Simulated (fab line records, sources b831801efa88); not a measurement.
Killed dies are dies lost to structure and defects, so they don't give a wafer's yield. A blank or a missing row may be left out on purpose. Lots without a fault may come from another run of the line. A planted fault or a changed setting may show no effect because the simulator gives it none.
A struck lot beside a sound one | flow sfq_line | 15 steps out of a route of 325
Sound: wafers L185.2, L185.4, L185.6. Struck: wafers L197.1, L197.5, L197.6. The cause comes at the end.
At each step with rows: each side's tool, then ch and its chambers, then its first start. Under that, the readings that differ: sound wafers | struck wafers | difference of the means | sigmas: that difference in standard deviations of wafers without a fault.
alike: readings whose means differ by less than 2 such deviations, and words and numbers that are the same on both sides. not compared: withheld readings, readings that some wafer has no value for, bounds like >300 that may hide the same value, and numbers for which the record gives no deviation and whose values overlap.
The two part at a step that has a row with sigmas, a row that says differs or no value, or rows on one side only. Numbers that don't overlap but have no deviation are shown without sigmas and don't part them. A reading that every wafer of one side lacks parts them only if that side has two wafers or more.

first, 1 step without rows for these wafers: SFQ_TRILAYER_M2_STRIP_SOLV_CLEAN_062 (cleans in NMP, time 600 s).
SFQ_TRILAYER_I2_DEP_PECVD_063: deposits SiO2 from SiH4/N2O, time 111.11 s, target thk 500 nm.
  sound on pecvd-03 ch 0,2, day 21 05:15; struck on pecvd-04 ch 0,2, day 26 06:55
  alike: heater_power_w, throttle_valve_pct
SFQ_TRILAYER_I2_CMP_CMP_064: polishes SiO2.
  sound on cmp-01 ch 0,2,3, day 21 09:15; struck on cmp-01 ch 0,3, day 26 13:59
  alike: motor_current_A, retaining_ring_pressure_frac, time_to_endpoint_s
SFQ_I2_BOW_MEAS_917:
  sound on film_metro-01, day 21 11:46; struck on film_metro-02, day 26 16:59
  alike: I2_BOW
SFQ_TRILAYER_I2_METRO_MEASURE_065:
  sound on film_metro-01, day 21 12:04; struck on film_metro-02, day 26 17:06
  alike: thk_nm
then, 6 steps without rows for these wafers: SFQ_TRILAYER_I2_VIA_LITHO_COAT_072 (resist thk 62 nm); SFQ_TRILAYER_I2_VIA_LITHO_COAT_067 (resist thk 650 nm); SFQ_TRILAYER_I2_VIA_LITHO_SOFTBAKE_071; SFQ_TRILAYER_I2_VIA_LITHO_EXPOSE_068 (exposes mask I2, target cd 500 nm); SFQ_TRILAYER_I2_VIA_LITHO_PEB_070 (peb time 60 s); SFQ_TRILAYER_I2_VIA_LITHO_DEVELOP_069 (time 60 s).
-- the record jumps here: 3 days lie between the struck wafers' starts before and after --
SFQ_I2_OVL_MEAS_918:
  sound on overlay-01, day 24 02:58; struck on overlay-02, day 29 22:02
  alike: I2_OVL
SFQ_TRILAYER_I2_VIA_BARC_OPEN_VIA_ETCH_096: etches BARC in O2, target depth 125 nm, time 41.7 s.
  sound on rie_diel-03 ch 1,2,3, day 24 03:00; struck on rie_diel-01 ch 2,3, day 29 22:04
  reading                                                 | sound             | struck            | difference | sigmas
  oes_product_au (a.u.)                                   | 0.677 0.692 0.688 | 0.886 0.888 0.878 | +0.198     | +43
  run_length_s (s)                                        | 70.6 69.5 69.5    | 58.2 58.1 58.3    | -11.7      | -24
  model.KrF_of_TRILAYER_I2_VIA_LITHO_COAT_067.thk_nm (nm) | 578.1 574.2 574.3 | 586.7 586.5 583.8 | +10.1      |
  alike: drypump_motor_current_A
  not compared: rf_hours_counter_h
SFQ_TRILAYER_I2_VIA_ETCH_VIA_ETCH_070: etches SiO2 in CHF3, stops on Nb, target depth 260 nm.
  sound on rie_diel-03 ch 1,2,3, day 24 03:02; struck on rie_diel-01 ch 2,3, day 29 22:07
  reading                                                 | sound           | struck          | difference | sigmas
  model.KrF_of_TRILAYER_I2_VIA_LITHO_COAT_067.thk_nm (nm) | 534.1 529 530.4 | 542 541.5 538.9 | +10        |
  alike: drypump_motor_current_A, oes_product_au
SFQ_TRILAYER_I2_VIA_STRIP_STRIP_071: strips in O2.
  sound on rie_metal-02 ch 1, day 24 03:09; struck on rie_metal-01 ch 0,1, day 29 22:13
  alike: drypump_motor_current_A, oes_product_au, platen_temp_c
  not compared: rf_hours_counter_h

WHERE THEY PART
Only at SFQ_TRILAYER_I2_VIA_BARC_OPEN_VIA_ETCH_096, within this record. Later steps at which nothing parts them and some readings are alike: SFQ_TRILAYER_I2_VIA_ETCH_VIA_ETCH_070, SFQ_TRILAYER_I2_VIA_STRIP_STRIP_071.

WHY: what the simulator had put in
Process parameter drift: rie_diel-01, from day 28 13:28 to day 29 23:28, at SFQ_TRILAYER_I2_VIA_BARC_OPEN_VIA_ETCH_096. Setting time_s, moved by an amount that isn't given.
